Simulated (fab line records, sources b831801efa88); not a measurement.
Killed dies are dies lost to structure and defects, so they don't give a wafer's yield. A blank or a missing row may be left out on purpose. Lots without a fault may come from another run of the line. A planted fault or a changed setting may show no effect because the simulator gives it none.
Which tool did it? | flow sky130 | 11 lots, 33 wafers sampled, at 5 steps of a route of 708

WHAT THE GAUGES READ, wafer by wafer
SKY_METAL3_CD_MEAS_13: target cd 300 nm. Usual: cd_nm 300.5 nm, standard deviation 1.3.
lot  | measured     | on        | cd_nm (nm)        | flag
L101 | day 38 22:41 | cd_sem-01 | 301.6 300.9 301.3 |
L105 | day 40 09:32 | cd_sem-02 | 299.5 299.7 298.1 |
L107 | day 41 06:22 | cd_sem-02 | 302.5 302.6 302.1 |
L109 | day 42 06:25 | cd_sem-01 | 299.3 299.2 298.5 |
L114 | day 43 04:22 | cd_sem-02 | 300.6 300.6 301.3 |
L115 | day 43 07:20 | cd_sem-02 | 300.2 300.0 299.8 |
L116 | day 43 16:05 | cd_sem-01 | 300.0 301.4 299.9 |
L120 | day 44 11:50 | cd_sem-01 | 299.4 299.9 299.7 |
L121 | day 45 08:26 | cd_sem-02 | 301.3 302.0 300.1 |
L123 | day 45 10:32 | cd_sem-02 | 299.8 299.4 300.5 |
L124 | day 45 11:50 | cd_sem-02 | 302.2 302.9 301.6 |

SKY_METAL3_OVL_MEAS_14. Usual: METAL3_OVL 0 nm, standard deviation 4.8.
lot  | measured     | on         | METAL3_OVL (nm) | flag
L101 | day 38 22:48 | overlay-02 | 1 -10 5         |
L105 | day 40 09:39 | overlay-02 | -4 1 -5         |
L107 | day 41 06:29 | overlay-02 | 10 5 10         |
L109 | day 42 06:32 | overlay-02 | 4 11 1          |
L114 | day 43 04:29 | overlay-01 | -1 -1 -5        |
L115 | day 43 07:28 | overlay-01 | -2 -7 -4        |
L116 | day 43 16:13 | overlay-02 | -4 4 5          |
L120 | day 44 11:55 | overlay-02 | -3 -8 -3        |
L121 | day 45 08:32 | overlay-01 | 3 -8 1          |
L123 | day 45 10:37 | overlay-02 | -3 1 -7         |
L124 | day 45 11:58 | overlay-02 | -2 8 3          |

SKY_PASSIVATION_THK_MEAS_01. Usual: PASSIVATION_CVD_00_THK 89.9 nm, standard deviation 1.3.
lot  | measured     | on            | PASSIVATION_CVD_00_THK (nm) | flag
L101 | day 44 07:52 | film_metro-04 | 87.1 90.8 91.2              |
L105 | day 45 13:15 | film_metro-02 | 90.9 91.9 92.2              |
L107 | day 46 06:33 | film_metro-03 | 89.0 90.8 89.4              |
L109 | day 47 05:25 | film_metro-02 | 88.3 88.9 88.9              |
L114 | day 47 23:10 | film_metro-03 | 91.5 92.5 92.4              |
L115 | day 48 01:25 | film_metro-03 | 89.3 90.9 90.7              |
L116 | day 48 11:13 | film_metro-02 | 90.0 88.6 87.7              |
L120 | day 49 03:36 | film_metro-04 | 89.8 92.9 90.5              |
L121 | day 49 19:46 | film_metro-04 | 88.7 91.2 90.0              |
L123 | day 49 21:14 | film_metro-03 | 88.8 90.1 89.7              |
L124 | day 49 22:05 | film_metro-04 | 89.2 90.2 91.1              |

WHICH TOOL RAN EACH LOT (tool, then ch and the chambers of the sampled wafers, then the start)
lot  | SKY_METAL5_METAL_ETCH_15          | SKY_METAL5_STRIP_16
L101 | rie_metal-01 ch 0,1, day 44 06:55 | plasma_asher-03 ch 0, day 44 07:14
L105 | rie_metal-04 ch 0,1, day 45 12:21 | plasma_asher-02 ch 0,1, day 45 12:35
L107 | rie_metal-01 ch 1, day 46 05:19   | plasma_asher-01 ch 1, day 46 05:56
L109 | rie_metal-01 ch 0,1, day 47 04:34 | plasma_asher-01 ch 0,1, day 47 04:47
L114 | rie_metal-01 ch 0,1, day 47 22:19 | plasma_asher-01 ch 0,1, day 47 22:32
L115 | rie_metal-01 ch 0,1, day 48 00:34 | plasma_asher-02 ch 0,1, day 48 00:47
L116 | rie_metal-01 ch 0,1, day 48 10:22 | plasma_asher-01 ch 0,1, day 48 10:35
L120 | rie_metal-03 ch 0,1, day 49 02:47 | plasma_asher-02 ch 0,1, day 49 02:59
L121 | rie_metal-04 ch 0,1, day 49 18:59 | plasma_asher-02 ch 0,1, day 49 19:10
L123 | rie_metal-03 ch 0,1, day 49 20:26 | plasma_asher-01 ch 0,1, day 49 20:37
L124 | rie_metal-04 ch 0,1, day 49 21:14 | plasma_asher-02 ch 0, day 49 21:28
- SKY_METAL5_METAL_ETCH_15: etches the open film in Cl2/BCl3, stops on SiO2, target depth 1260 nm, time 252 s.
- SKY_METAL5_STRIP_16: strips in O2/N2.

WHAT THE TOOLS THEMSELVES READ (means of the sampled wafers that have a number; where no wafer has one, the mark that the record gives instead)
SKY_METAL5_METAL_ETCH_15. Usual: bias_w 48.49 W, standard deviation 0.14; drypump_motor_current_A 6.1 A, standard deviation 0.33; oes_product_au 0.893 a.u., standard deviation 0.0055; throttle_valve_pct 22.263 %, standard deviation 0.0087.
lot  | tool         | bias_w (W) | drypump_motor_current_A (A) | oes_product_au (a.u.) | throttle_valve_pct (%) | flag
L101 | rie_metal-01 | 48.50      | 6.3                         | 0.895                 | 22.263                 |
L105 | rie_metal-04 | 48.59      | 6.2                         | 0.893                 | 22.270                 |
L107 | rie_metal-01 | 48.32      | 6.4                         | 0.897                 | 22.270                 |
L109 | rie_metal-01 | 48.52      | 6.3                         | 0.887                 | 22.264                 |
L114 | rie_metal-01 | 48.56      | 6.2                         | 0.891                 | 22.270                 |
L115 | rie_metal-01 | 55.86      | 6.2                         | 0.893                 | 22.262                 | OFF
L116 | rie_metal-01 | 56.01      | 6.2                         | 0.893                 | 22.265                 | OFF
L120 | rie_metal-03 | 48.47      | 5.8                         | 0.895                 | 22.265                 |
L121 | rie_metal-04 | 48.46      | 6.3                         | 0.893                 | 22.258                 |
L123 | rie_metal-03 | 48.31      | 5.8                         | 0.895                 | 22.268                 |
L124 | rie_metal-04 | 48.38      | 6.2                         | 0.896                 | 22.261                 |

SKY_METAL5_STRIP_16. Usual: drypump_motor_current_A 5.7 A, standard deviation 0.39; oes_product_au 0.710 a.u., standard deviation 0.0049; strip_time_to_endpoint_s 13.15 s, standard deviation 0.2.
lot  | tool            | drypump_motor_current_A (A) | oes_product_au (a.u.) | strip_time_to_endpoint_s (s) | flag
L101 | plasma_asher-03 | 6.1                         | 0.714                 | 13.37                        |
L105 | plasma_asher-02 | 5.4                         | 0.712                 | 13.19                        |
L107 | plasma_asher-01 | 5.4                         | 0.715                 | 12.81                        |
L109 | plasma_asher-01 | 5.7                         | 0.703                 | 12.99                        |
L114 | plasma_asher-01 | 5.8                         | 0.706                 | 13.08                        |
L115 | plasma_asher-02 | 5.8                         | 0.713                 | 12.63                        |
L116 | plasma_asher-01 | 5.8                         | 0.716                 | 12.62                        |
L120 | plasma_asher-02 | 5.8                         | 0.711                 | 13.21                        |
L121 | plasma_asher-02 | 5.8                         | 0.712                 | 13.08                        |
L123 | plasma_asher-01 | 5.6                         | 0.710                 | 13.27                        |
L124 | plasma_asher-02 | 5.1                         | 0.708                 | 13.02                        |

THE ANSWER, worked out from the rows above alone
Rule: a lot is off if the mean of its wafers that have a number lies more than 3 standard deviations from the usual mean. A lot without any number at a reading at which 4 lots or more have one is off too. The other lots that the step has rows for count as sound. The gauges are gone through in route order, then the tools' own readings, and for those a lot's mean is taken as printed above. The first step at which some lot is off is used, and at that step the reading that is off furthest; a lot without a number counts as furthest.
Off: L115, L116, at SKY_METAL5_METAL_ETCH_15 (bias_w).
A tool fits if, at that step or a process step before it, it ran every lot that is off, and no sound lot after the first of them. One fits: rie_metal-01 at SKY_METAL5_METAL_ETCH_15. Its last sound lot is L114 (day 47 22:19), its first lot that is off L115 (day 48 00:34): a fault that began between those two fits.
The tool's own readings at SKY_METAL5_METAL_ETCH_15 bear it out: on the lots that are off they differ by more than 5 times the standard deviation of the sound lots' means. bias_w reads 55.94 W there against 48.46 W on the sound lots.

WHAT THE SIMULATOR HAD PUT IN
Process parameter drift: rie_metal-01, from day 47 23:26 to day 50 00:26, at SKY_METAL5_METAL_ETCH_15. Setting bias_w, moved by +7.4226, from 48.5. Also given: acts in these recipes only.
Lots struck among those shown: L115, L116. The rule above found the same.
